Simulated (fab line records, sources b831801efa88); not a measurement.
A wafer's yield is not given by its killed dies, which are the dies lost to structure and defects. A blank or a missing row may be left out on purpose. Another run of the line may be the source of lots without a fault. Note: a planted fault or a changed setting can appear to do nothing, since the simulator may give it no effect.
Which tool was responsible? / flow gf180mcu / Sampling: 6 lots, 18 wafers, 5 of 602 route steps

== WHAT EACH GAUGE READ, for each wafer ==
GF_V3_THK_MEAS_03.
lot=L166; measured=day 21 12:23; on=filmMetro-01; V3_CVD_02_THK (nm)=854 856 861
lot=L169; measured=day 23 01:37; on=filmMetro-03; V3_CVD_02_THK (nm)=814 864 840
lot=L171; measured=day 24 02:38; on=filmMetro-03; V3_CVD_02_THK (nm)=833 852 848
lot=L182; measured=day 27 03:36; on=filmMetro-02; V3_CVD_02_THK (nm)=848 851 862
lot=L186; measured=day 28 11:25; on=filmMetro-01; V3_CVD_02_THK (nm)=833 858 853
lot=L188; measured=day 28 19:19; on=filmMetro-03; V3_CVD_02_THK (nm)=847 855 861

== WHAT TOOL EACH LOT RAN ON (gives the tool, then ch and the chambers of the sampled wafers, and finally the start) ==
lot=L166; GF_M2_STRIP_17=plasmaAsher-03 ch 0,1, day 19 07:46; GF_V2_ETCH_17=rieDiel-01 ch 1,2,3, day 20 10:14 or earlier; GF_V2_SPUTTER_21=pvdSputter-03, day 20 10:14; GF_V3_CVD_02=pecvd-01 ch 0,1,2, day 21 12:19
lot=L169; GF_M2_STRIP_17=plasmaAsher-04 ch 0,1, day 20 22:22; GF_V2_ETCH_17=rieDiel-02 ch 0,1,2, day 22 00:39 or earlier; GF_V2_SPUTTER_21=pvdSputter-03, day 22 00:39; GF_V3_CVD_02=pecvd-01 ch 0,1,2, day 23 01:32
lot=L171; GF_M2_STRIP_17=plasmaAsher-04 ch 0,1, day 22 01:43; GF_V2_ETCH_17=rieDiel-02 ch 1,2, day 23 02:12 or earlier; GF_V2_SPUTTER_21=pvdSputter-04, day 23 02:12; GF_V3_CVD_02=pecvd-02 ch 0,1,2, day 24 02:34
lot=L182; GF_M2_STRIP_17=plasmaAsher-03 ch 0,1, day 25 05:52; GF_V2_ETCH_17=rieDiel-02 ch 0,2,3, day 26 05:00 or earlier; GF_V2_SPUTTER_21=pvdSputter-03, day 26 05:00; GF_V3_CVD_02=pecvd-01 ch 0,2, day 27 03:31
lot=L186; GF_M2_STRIP_17=plasmaAsher-04 ch 0,1, day 26 14:55; GF_V2_ETCH_17=rieDiel-04 ch 1,2, day 27 13:51 or earlier; GF_V2_SPUTTER_21=pvdSputter-03, day 27 13:51; GF_V3_CVD_02=pecvd-02 ch 0,1,2, day 28 11:21
lot=L188; GF_M2_STRIP_17=plasmaAsher-03 ch 0,1, day 27 00:02; GF_V2_ETCH_17=rieDiel-04 ch 0,2,3, day 27 21:33 or earlier; GF_V2_SPUTTER_21=pvdSputter-04, day 27 21:33; GF_V3_CVD_02=pecvd-01 ch 1,2, day 28 19:14
- GF_M2_STRIP_17: strips in O2/N2.
- GF_V2_ETCH_17: etches SiO2 in C4F8/O2/Ar, stops on TiN, target depth 630 nm.
- GF_V2_SPUTTER_21: material Ti, target thk 15 nm, time 80.02 s.
- GF_V3_CVD_02: deposits SiO2 from TEOS, target thk 850 nm, time 94.851 s.

== THE ANSWER, worked out from the rows above alone ==
Rule: the usual values come from the lots themselves. Put in order of their means at a reading, lots are off if they are a third of the lots or fewer, leave a main group of 4 or more, and stand apart from it by a gap of 3 or more times the standard deviation of the main group's means; of several such gaps the widest counts. If all means in a main group match to the digits the tables above print for the reading, that group is not used. Also off: a lot with no number at a reading for which 4 or more lots have one. All remaining lots with rows at the step are treated as sound.
Nothing can be told from this: no lot is off at any reading shown.

== WHAT WAS PUT IN BY THE SIMULATOR ==
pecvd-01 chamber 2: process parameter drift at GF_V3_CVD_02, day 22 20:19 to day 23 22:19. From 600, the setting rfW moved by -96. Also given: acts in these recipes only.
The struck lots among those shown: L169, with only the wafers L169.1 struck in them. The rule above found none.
